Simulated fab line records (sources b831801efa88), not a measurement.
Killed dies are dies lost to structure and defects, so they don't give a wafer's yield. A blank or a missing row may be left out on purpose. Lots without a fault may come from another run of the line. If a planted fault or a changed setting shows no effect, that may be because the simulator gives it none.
fab line records ; flow gf180mcu
record: lots: 14; wafers: 42; last-day: 34
route steps=602 shown VT_IMPLANT@100 DUAL_GATE@143
lots that met no fault: from a run of the same line without faults
start-h: hours from the record's first day to the start of the lot's first wafer shown ; wait-h: hours from the lot's prior step to this one ; " the same as in the row above ; L1.1+2: one row covering several wafers at once ; - no value, or no start was given ; * or withheld: withheld ; < > ~ a bound
route shown NAME@n: a module of which the file shows steps, and the number in the route of the first ; usual: mean/standard deviation taken from wafers without a fault ; same: alike in all rows ; chamber/n: place in a boat ; sites: per-site readings ; _std_site: the values' standard deviation ; _edge_site: the outer-site mean with the inner-site mean subtracted ; radius-mm: how far each site lies from the wafer's centre ; mask NAME#n: copy n ; behind: the last tool/chamber to shape the wafer ; hold: why the lot went on hold/how many hours it stayed there/how the hold came to an end ; device: the n, p or np transistor that did not switch ; end of line: tests of these same wafers at the route's end ; for a step that has no rows: nothing shown but its recipe ; killed: the dies lost at the first sort to structure and to defects; this is not the yield of the wafer ; map: per-die view of a wafer (x killed, . not killed, _ where there is no die)
set.NAME: the setting as run; set.NAME@STEP: as run at that earlier step ; model.NAME: the simulator's own value behind a step, which no gauge read
route steps across a sampled set of lots; one table per step, one row per wafer
services: a tool's chamber out of use, with start hour (start-h, from the record's first day; less than 0 if before it), hours out, and reason
== steps ==
step: GF_VT_IMPLANT_TW_MEAS_10
usual: VT_IMPLANT_TW: 565.6/2.9
lot.wafer;tool;chamber;start-h;wait-h;VT_IMPLANT_TW
L467.2;film-metro-04;-;113.34;0.1;567.5
L467.4;film-metro-04;-;113.34;0.1;566.8
L467.6;film-metro-04;-;113.34;0.1;568.1
L468.2;film-metro-04;-;118.14;0.1;565.2
L468.3;film-metro-04;-;118.14;0.1;568.1
L468.5;film-metro-04;-;118.14;0.1;571.9
L470.1;film-metro-03;-;135.73;0.1;566.2
L470.5;film-metro-03;-;135.73;0.1;569.4
L470.6;film-metro-03;-;135.73;0.1;566.9
L471.2;film-metro-04;-;138.77;0.1;563.8
L471.3;film-metro-04;-;138.77;0.1;563.5
L471.5;film-metro-04;-;138.77;0.1;563.1
L472.1;film-metro-04;-;142.52;0.1;559.9
L472.2;film-metro-04;-;142.52;0.1;562.5
L472.4;film-metro-04;-;142.52;0.1;563.8
L475.1;film-metro-03;-;160.88;0.1;569.0
L475.4;film-metro-03;-;160.88;0.1;568.3
L475.5;film-metro-03;-;160.88;0.1;569.3
L480.3;film-metro-02;-;194.28;0.1;560.0
L480.4;film-metro-02;-;194.28;0.1;559.7
L480.6;film-metro-02;-;194.28;0.1;562.0
L481.1;film-metro-03;-;201.77;0.1;567.9
L481.2;film-metro-03;-;201.77;0.1;565.2
L481.4;film-metro-03;-;201.77;0.1;564.1
L482.3;film-metro-03;-;206.33;0.1;563.5
L482.4;film-metro-03;-;206.33;0.1;564.5
L482.5;film-metro-03;-;206.33;0.1;569.3
L483.3;film-metro-03;-;213.65;0.1;562.5
L483.4;film-metro-03;-;213.65;0.1;564.8
L483.5;film-metro-03;-;213.65;0.1;563.6
L484.2;film-metro-04;-;217.22;0.1;567.6
L484.4;film-metro-04;-;217.22;0.1;566.8
L484.6;film-metro-04;-;217.22;0.1;564.7
L485.1;film-metro-03;-;223.57;0.1;561.4
L485.2;film-metro-03;-;223.57;0.1;564.9
L485.6;film-metro-03;-;223.57;0.1;563.0
L487.2;film-metro-02;-;238.53;0.1;567.0
L487.5;film-metro-02;-;238.53;0.1;565.9
L487.6;film-metro-02;-;238.53;0.1;562.0
L488.3;film-metro-04;-;243.00;0.1;561.9
L488.5;film-metro-04;-;243.00;0.1;563.4
L488.6;film-metro-04;-;243.00;0.1;562.6
step: GF_VT_IMPLANT_OVL_MEAS_18
usual: VT_IMPLANT_01_OVL: -0.4/1.4
lot.wafer;tool;chamber;start-h;wait-h;VT_IMPLANT_01_OVL[nm]
L467.2;overlay-01;-;128.09;0.1;-0.7
L467.4;overlay-01;-;128.09;0.1;-0.4
L467.6;overlay-01;-;128.09;0.1;0.3
L468.2;overlay-02;-;132.68;0.1;-0.9
L468.3;overlay-02;-;132.68;0.1;0.4
L468.5;overlay-02;-;132.68;0.1;-2.1
L470.1;overlay-02;-;151.89;0.1;0.7
L470.5;overlay-02;-;151.89;0.1;-1.1
L470.6;overlay-02;-;151.89;0.1;-1.3
L471.2;overlay-02;-;154.35;0.1;0.4
L471.3;overlay-02;-;154.35;0.1;-0.6
L471.5;overlay-02;-;154.35;0.1;0.6
L472.1;overlay-02;-;158.49;0.1;0.2
L472.2;overlay-02;-;158.49;0.1;0.3
L472.4;overlay-02;-;158.49;0.1;1.0
L475.1;overlay-02;-;177.03;0.1;-0.4
L475.4;overlay-02;-;177.03;0.1;-0.9
L475.5;overlay-02;-;177.03;0.1;0.6
L480.3;overlay-02;-;212.05;0.1;0.1
L480.4;overlay-02;-;212.05;0.1;-0.5
L480.6;overlay-02;-;212.05;0.1;0.1
L481.1;overlay-01;-;218.94;0.1;-1.7
L481.2;overlay-01;-;218.94;0.1;-1.7
L481.4;overlay-01;-;218.94;0.1;-1.5
L482.3;overlay-01;-;223.49;0.1;0.1
L482.4;overlay-01;-;223.49;0.1;-2.2
L482.5;overlay-01;-;223.49;0.1;-1.7
L483.3;overlay-02;-;231.84;0.1;-0.3
L483.4;overlay-02;-;231.84;0.1;-1.6
L483.5;overlay-02;-;231.84;0.1;0.5
L484.2;overlay-02;-;235.98;0.1;-1.1
L484.4;overlay-02;-;235.98;0.1;-2.7
L484.6;overlay-02;-;235.98;0.1;-4.8
L485.1;overlay-01;-;242.39;0.1;-0.1
L485.2;overlay-01;-;242.39;0.1;1.9
L485.6;overlay-01;-;242.39;0.1;2.8
L487.2;overlay-01;-;257.43;0.1;0.0
L487.5;overlay-01;-;257.43;0.1;0.3
L487.6;overlay-01;-;257.43;0.1;2.4
L488.3;overlay-01;-;261.89;0.1;0.7
L488.5;overlay-01;-;261.89;0.1;0.5
L488.6;overlay-01;-;261.89;0.1;0.0
step: GF_VT_IMPLANT_STRIP_20
recipe: chemistry: O2/N2; power-w: 1400; pressure-mtorr: 1500; platen-temp-c: 250; o2-flow-sccm: 3000; n2-flow-sccm: 300; overash-fraction: 0.5
usual: drypump-motor-current-A: 5.6/0.38; heater-power-w: 328/22; oes-product-au: 0.716/0.0046; strip-time-to-endpoint-s: 12.63/0.043
same: overash-fraction: 0.5
lot.wafer;tool;chamber;start-h;wait-h;drypump-motor-current-A;heater-power-w;oes-product-au;rf-hours-counter-h;strip-time-to-endpoint-s
L467.2;plasma-asher-03;1;128.27;0.1;5.6;317;0.713;34;12.70
L467.4;plasma-asher-03;0;128.27;0.1;5.1;305;0.717;-;12.68
L467.6;plasma-asher-03;0;128.27;0.1;5.1;314;0.726;-;12.71
L468.2;plasma-asher-03;1;132.86;0.1;5.6;303;0.713;35;12.63
L468.3;plasma-asher-03;0;132.86;0.1;5.1;305;0.720;-;12.62
L468.5;plasma-asher-03;1;132.86;0.1;5.6;308;0.711;-;12.67
L470.1;plasma-asher-04;1;152.08;0.1;6.2;317;0.703;52;12.66
L470.5;plasma-asher-04;0;152.08;0.1;5.3;350;0.716;-;12.67
L470.6;plasma-asher-04;1;152.08;0.1;6.2;329;0.717;-;12.66
L471.2;plasma-asher-01;0;154.53;0.1;5.7;313;0.720;50;12.67
L471.3;plasma-asher-01;1;154.53;0.1;5.7;363;0.714;-;12.70
L471.5;plasma-asher-01;1;154.53;0.1;5.7;356;0.715;-;12.69
L472.1;plasma-asher-01;0;158.68;0.1;5.7;303;0.715;50;12.65
L472.2;plasma-asher-01;1;158.68;0.1;5.7;352;0.707;50;12.62
L472.4;plasma-asher-01;1;158.68;0.1;5.7;350;0.709;-;12.63
L475.1;plasma-asher-04;1;177.21;0.1;6.2;312;0.714;55;12.64
L475.4;plasma-asher-04;1;177.21;0.1;6.2;329;0.710;-;12.64
L475.5;plasma-asher-04;1;177.21;0.1;6.2;312;0.715;-;12.62
L480.3;plasma-asher-04;1;212.25;0.1;6.2;315;0.718;-;12.57
L480.4;plasma-asher-04;0;212.25;0.1;5.3;360;0.710;-;12.62
L480.6;plasma-asher-04;0;212.25;0.1;5.3;356;0.713;-;12.58
L481.1;plasma-asher-01;0;219.13;0.1;5.7;304;0.717;56;12.62
L481.2;plasma-asher-01;1;219.13;0.1;5.7;364;0.725;56;12.62
L481.4;plasma-asher-01;0;219.13;0.1;5.7;314;0.707;-;12.65
L482.3;plasma-asher-04;0;223.70;0.1;5.3;357;0.721;-;12.68
L482.4;plasma-asher-04;1;223.70;0.1;6.2;324;0.721;-;12.68
L482.5;plasma-asher-04;0;223.70;0.1;5.3;354;0.720;-;12.68
L483.3;plasma-asher-04;0;232.05;0.1;5.3;362;0.719;-;12.57
L483.4;plasma-asher-04;1;232.05;0.1;6.2;323;0.721;-;12.58
L483.5;plasma-asher-04;0;232.05;0.1;5.3;355;0.718;-;12.57
L484.2;plasma-asher-04;1;236.16;0.1;6.2;323;0.720;61;12.66
L484.4;plasma-asher-04;0;236.16;0.1;5.3;364;0.707;-;12.60
L484.6;plasma-asher-04;0;236.16;0.1;5.3;364;0.721;-;12.63
L485.1;plasma-asher-03;1;242.58;0.1;5.6;304;0.722;48;12.61
L485.2;plasma-asher-03;0;242.58;0.1;5.1;309;0.712;48;12.56
L485.6;plasma-asher-03;0;242.58;0.1;5.1;312;0.719;-;12.65
L487.2;plasma-asher-04;0;257.61;0.1;5.3;352;0.717;63;12.75
L487.5;plasma-asher-04;1;257.61;0.1;6.2;320;0.712;-;12.71
L487.6;plasma-asher-04;0;257.61;0.1;5.3;361;0.716;-;12.73
L488.3;plasma-asher-04;1;262.10;0.1;6.2;316;0.719;-;12.58
L488.5;plasma-asher-04;0;262.10;0.1;5.3;363;0.717;-;12.62
L488.6;plasma-asher-04;1;262.10;0.1;6.2;318;0.720;-;12.64
step: GF_DUAL_GATE_OXIDATION_02
recipe: temp-c: 900; ambient: O2; stabilise-s: 600; purge-s: 300; target-thk-a: 108.87; ox-time-s: 1602
usual: ox-temp-c: 899.9/0.47; ox-temp-c-max: 904.7/1.6; ox-time-s: 1602/0; zone-power-upper-pct: 19.1/0.74
lot.wafer;tool;chamber;start-h;wait-h;ox-temp-c;ox-temp-c-max;ox-time-s;zone-power-upper-pct
L467.2;furnace-02;0;161.51;0.0;900.3;903.1;1602;20.2
L467.4;furnace-02;0;161.51;0.0;900.4;902.8;1602;20.3
L467.6;furnace-02;0;161.51;0.0;900.1;902.3;1602;20.3
L468.2;furnace-01;0;166.51;1.2;899.7;905.2;1602;18.2
L468.3;furnace-01;0;166.51;1.2;899.4;903.8;1602;18.8
L468.5;furnace-01;0;166.51;1.2;899.5;904.1;1602;18.6
L470.1;furnace-01;0;187.46;1.0;899.6;905.4;1602;18.4
L470.5;furnace-01;0;187.46;1.0;899.7;906.0;1602;18.4
L470.6;furnace-01;0;187.46;1.0;898.9;907.2;1602;18.3
L471.2;furnace-01;-;189.21;0.0;-;-;-;-
L471.3;furnace-01;-;189.21;0.0;-;-;-;-
L471.5;furnace-01;-;189.21;0.0;-;-;-;-
L472.1;furnace-01;-;193.60;0.0;-;-;-;-
L472.2;furnace-01;-;193.60;0.0;-;-;-;-
L472.4;furnace-01;-;193.60;0.0;-;-;-;-
L475.1;furnace-01;0;213.11;0.5;900.3;905.1;1602;18.6
L475.4;furnace-01;0;213.11;0.5;899.3;903.8;1602;18.6
L475.5;furnace-01;0;213.11;0.5;900.0;904.9;1602;19.0
L480.3;furnace-01;0;251.98;1.4;900.2;906.2;1602;18.6
L480.4;furnace-01;0;251.98;1.4;900.1;905.6;1602;18.3
L480.6;furnace-01;0;251.98;1.4;900.7;906.5;1602;18.6
L481.1;furnace-01;0;258.00;0.0;900.2;905.9;1602;18.8
L481.2;furnace-01;0;258.00;0.0;900.0;904.7;1602;18.6
L481.4;furnace-01;0;258.00;0.0;899.8;904.8;1602;18.5
L482.3;furnace-01;0;263.10;0.4;899.4;907.4;1602;18.6
L482.4;furnace-01;0;263.10;0.4;899.3;904.0;1602;18.3
L482.5;furnace-01;0;263.10;0.4;899.2;904.4;1602;18.6
L483.3;furnace-02;0;271.51;0.9;900.2;902.5;1602;20.0
L483.4;furnace-02;0;271.51;0.9;900.1;903.2;1602;20.2
L483.5;furnace-02;0;271.51;0.9;900.0;902.3;1602;20.5
L484.2;furnace-01;0;276.92;0.0;900.0;904.9;1602;18.7
L484.4;furnace-01;0;276.92;0.0;899.5;904.9;1602;18.8
L484.6;furnace-01;0;276.92;0.0;899.7;906.7;1602;18.3
L485.1;furnace-02;0;283.01;0.2;899.8;902.3;1602;20.2
L485.2;furnace-02;0;283.01;0.2;899.5;901.7;1602;20.4
L485.6;furnace-02;0;283.01;0.2;899.3;901.3;1602;20.6
L487.2;furnace-01;0;299.50;0.8;900.0;904.8;1602;18.8
L487.5;furnace-01;0;299.50;0.8;900.4;906.4;1602;18.3
L487.6;furnace-01;0;299.50;0.8;899.5;904.8;1602;18.7
L488.3;furnace-01;0;305.02;2.3;899.7;905.0;1602;18.9
L488.5;furnace-01;0;305.02;2.3;899.5;904.9;1602;18.5
L488.6;furnace-01;0;305.02;2.3;901.0;906.9;1602;18.3
== services ==
tool;chamber;start-h;hours;kind
plasma-asher-03;-;116.08;1.5;repair
furnace-01;-;122.25;2.8;pm
plasma-asher-04;-;129.39;5.7;repair
plasma-asher-01;-;161.15;2.8;pm
furnace-01;-;196.51;10.9;pm
furnace-02;-;208.32;3.2;pm
furnace-02;-;246.54;4.2;pm
plasma-asher-01;-;273.24;0.6;repair
furnace-01;-;290.24;3.3;pm
== key ==
first-sign: step: GF_DUAL_GATE_OXIDATION_02; reading: tool-record; direction: missing
effect none on later readings
met-at GF_DUAL_GATE_OXIDATION_02
struck-lots L471,L472
later-rows-left-out L471.2,L471.3,L471.5,L472.1,L472.2,L472.4
sort-left-out L471.2,L471.3,L471.5,L472.1,L472.2,L472.4
tester-left-out L471,L472
not-acting-at GF_VT_IMPLANT_TW_MEAS_10,GF_VT_IMPLANT_OVL_MEAS_18,GF_VT_IMPLANT_STRIP_20
onset-between 187.46 189.21
fault: kind: skipped-step-whole; tool: furnace-01; chamber: -; onset-h: 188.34; steps: GF_DUAL_GATE_OXIDATION_02; scope: struck-lots-only
tester-left-out: of these lots the tester's yield and bins aren't shown, on N5 and GAA mostly nor the transistor test; their killed dies are dies lost to structure and defects alone, not to doping, threshold or leakage, so they don't give the yield
sort-left-out: the simulated sort isn't trusted on such a fault, so these wafers' sort isn't shown, and their yield isn't known
later-rows-left-out: the simulator's readings of these wafers behind a module that went badly wrong aren't trusted and aren't shown, but for the sort
